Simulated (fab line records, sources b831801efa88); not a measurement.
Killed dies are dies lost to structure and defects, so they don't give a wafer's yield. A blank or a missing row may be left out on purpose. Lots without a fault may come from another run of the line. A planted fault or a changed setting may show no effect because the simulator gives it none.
Which tool did it? | flow gf180mcu | 13 lots, 39 wafers sampled, at 3 steps of a route of 602

WHAT THE GAUGES READ, wafer by wafer
GF_POLY_GATE_OVL_MEAS_11.
lot  | measured     | on         | POLY_GATE_OVL (nm)
L631 | day 9 13:16  | overlay-01 | 3 -2 2
L632 | day 9 21:13  | overlay-01 | 2 5 8
L633 | day 10 02:58 | overlay-01 | 2 0 -3
L636 | day 11 04:20 | overlay-01 | -7 -1 -3
L640 | day 12 15:06 | overlay-02 | -5 -7 -5
L642 | day 13 11:39 | overlay-02 | -7 -10 -5
L643 | day 13 11:46 | overlay-01 | -3 -5 -1
L644 | day 13 19:18 | overlay-02 | 5 9 2
L648 | day 14 13:51 | overlay-01 | -1 -5 -1
L650 | day 15 05:19 | overlay-01 | 2 2 -1
L651 | day 15 13:22 | overlay-02 | 6 2 1
L652 | day 16 00:40 | overlay-01 | -7 -3 -2
L653 | day 16 02:52 | overlay-02 | -4 1 -5

GF_HV_LDD_OVL_MEAS_08.
lot  | measured     | on         | HV_LDD_OVL (nm)
L631 | day 10 09:01 | overlay-02 | 2.3 3.2 4.3
L632 | day 10 16:09 | overlay-02 | -1.5 -1.8 -0.7
L633 | day 10 23:10 | overlay-02 | 0.2 0.2 0.3
L636 | day 12 03:37 | overlay-01 | 0.8 -1.3 0.2
L640 | day 13 14:34 | overlay-01 | 1.9 0.3 1.0
L642 | day 14 10:54 | overlay-02 | 0.2 0.3 0.7
L643 | day 14 10:31 | overlay-02 | 2.1 0.5 1.2
L644 | day 14 18:37 | overlay-01 | -1.6 -1.9 -2.2
L648 | day 15 13:17 | overlay-01 | 2.2 0.9 0.3
L650 | day 16 06:36 | overlay-01 | -0.4 -1.2 -0.9
L651 | day 16 12:45 | overlay-02 | 0.8 0.9 1.1
L652 | day 17 01:26 | overlay-02 | 2.6 2.2 2.3
L653 | day 17 04:14 | overlay-02 | 0.8 0.3 0.3

GF_HV_LDD_OVL_MEAS_20.
lot  | measured     | on         | HV_LDD_01_OVL (nm)
L631 | day 11 02:22 | overlay-01 | -2.6 -1.7 -3.6
L632 | day 11 10:22 | overlay-01 | -0.8 -0.6 -1.3
L633 | day 11 17:22 | overlay-01 | -0.1 0.4 0.2
L636 | day 12 21:44 | overlay-01 | -0.8 -3.2 -2.2
L640 | day 14 11:57 | overlay-02 | -2.0 -1.1 -0.1
L642 | day 15 08:51 | overlay-02 | -1.4 -2.3 -1.1
L643 | day 15 07:57 | overlay-02 | -3.7 -3.6 -4.1
L644 | day 15 16:47 | overlay-02 | -0.1 0.9 0.7
L648 | day 16 11:44 | overlay-01 | -3.9 -1.8 -2.0
L650 | day 17 05:47 | overlay-02 | -2.4 -2.5 -1.2
L651 | day 17 12:40 | overlay-01 | -4.8 -3.5 -3.7
L652 | day 18 01:29 | overlay-01 | -3.2 -1.4 -3.1
L653 | day 18 03:56 | overlay-02 | -1.3 -0.5 -0.5

WHICH TOOL RAN EACH LOT (tool, then ch and the chambers of the sampled wafers, then the start)
The record holds no process step before these readings.

WHAT THE TOOLS THEMSELVES READ (means of the sampled wafers that have a number; where no wafer has one, the mark that the record gives instead)
The record holds no such reading with a usual standard deviation.

THE ANSWER, worked out from the rows above alone
Rule: what is usual is taken from the lots themselves. Put in order of their means at a reading, lots are off if they are a third of the lots or fewer, leave a main group of 4 or more, and stand apart from it by a gap of 3 or more times the standard deviation of the main group's means; of several such gaps the widest counts. A main group whose means are all the same, to the digits that the tables above print for the reading, isn't used. A lot without any number at a reading at which 4 lots or more have one is off too. The other lots that the step has rows for count as sound. The gauges are gone through in route order, then the tools' own readings, and for those a lot's mean is taken as printed above. The first step at which some lot is off is used, and at that step the reading that is off furthest; a lot without a number counts as furthest.
No lot is off at any reading shown: from this, nothing can be told.

WHAT THE SIMULATOR HAD PUT IN
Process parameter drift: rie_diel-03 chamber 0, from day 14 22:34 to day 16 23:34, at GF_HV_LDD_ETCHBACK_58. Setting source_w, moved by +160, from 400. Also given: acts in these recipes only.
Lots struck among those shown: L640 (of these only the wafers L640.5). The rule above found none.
